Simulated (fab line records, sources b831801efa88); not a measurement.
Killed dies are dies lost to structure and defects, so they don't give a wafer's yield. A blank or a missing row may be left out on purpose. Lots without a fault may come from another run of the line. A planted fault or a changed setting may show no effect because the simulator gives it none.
Which tool did it? | flow sky130 | 6 lots, 18 wafers sampled, at 4 steps of a route of 708

WHAT THE GAUGES READ, wafer by wafer
SKY_METAL4_CD_MEAS_13: target cd 300 nm.
lot  | measured     | on        | cd_nm (nm)
L728 | day 42 04:34 | cd_sem-01 | 299.8 298.0 297.9
L731 | day 43 08:03 | cd_sem-02 | 301.3 301.0 301.2
L733 | day 43 18:04 | cd_sem-02 | 302.1 280.4 302.9
L743 | day 46 07:56 | cd_sem-01 | 302.3 301.6 302.2
L747 | day 47 05:22 | cd_sem-01 | 300.4 299.3 299.4
L750 | day 47 18:22 | cd_sem-02 | 300.0 301.4 301.8

WHICH TOOL RAN EACH LOT (tool, then ch and the chambers of the sampled wafers, then the start)
lot  | SKY_METAL2_DESCUM_17              | SKY_CAPM_SPUTTER_02          | SKY_METAL4_EXPOSE_10
L728 | rie_metal-04 ch 0,1, day 35 15:23 | pvd_sputter-04, day 36 19:31 | krf_scanner-01 ch 0, day 41 16:57
L731 | rie_metal-01 ch 0,1, day 36 20:19 | pvd_sputter-04, day 38 00:50 | krf_scanner-02 ch 0, day 42 20:43
L733 | rie_metal-01 ch 0,1, day 37 05:16 | pvd_sputter-02, day 38 10:19 | krf_scanner-02 ch 0, day 43 06:52
L743 | rie_metal-04 ch 0,1, day 40 04:38 | pvd_sputter-02, day 41 09:07 | krf_scanner-01 ch 0, day 45 22:04
L747 | rie_metal-01 ch 0,1, day 41 06:40 | pvd_sputter-03, day 42 09:47 | krf_scanner-01 ch 0, day 46 19:35
L750 | rie_metal-04 ch 0,1, day 42 00:46 | pvd_sputter-02, day 43 03:08 | krf_scanner-01 ch 0, day 47 08:52
- SKY_METAL2_DESCUM_17: chemistry O2, time 8 s.
- SKY_CAPM_SPUTTER_02: material TiN, target thk 200 nm, time 166.7 s.
- SKY_METAL4_EXPOSE_10: exposes mask MM4, target cd 300 nm.

THE ANSWER, worked out from the rows above alone
Rule: what is usual is taken from the lots themselves. Put in order of their means at a reading, lots are off if they are a third of the lots or fewer, leave a main group of 4 or more, and stand apart from it by a gap of 3 or more times the standard deviation of the main group's means; of several such gaps the widest counts. A main group whose means are all the same, to the digits that the tables above print for the reading, isn't used. A lot without any number at a reading at which 4 lots or more have one is off too. The other lots that the step has rows for count as sound.
No lot is off at any reading shown: from this, nothing can be told.

WHAT THE SIMULATOR HAD PUT IN
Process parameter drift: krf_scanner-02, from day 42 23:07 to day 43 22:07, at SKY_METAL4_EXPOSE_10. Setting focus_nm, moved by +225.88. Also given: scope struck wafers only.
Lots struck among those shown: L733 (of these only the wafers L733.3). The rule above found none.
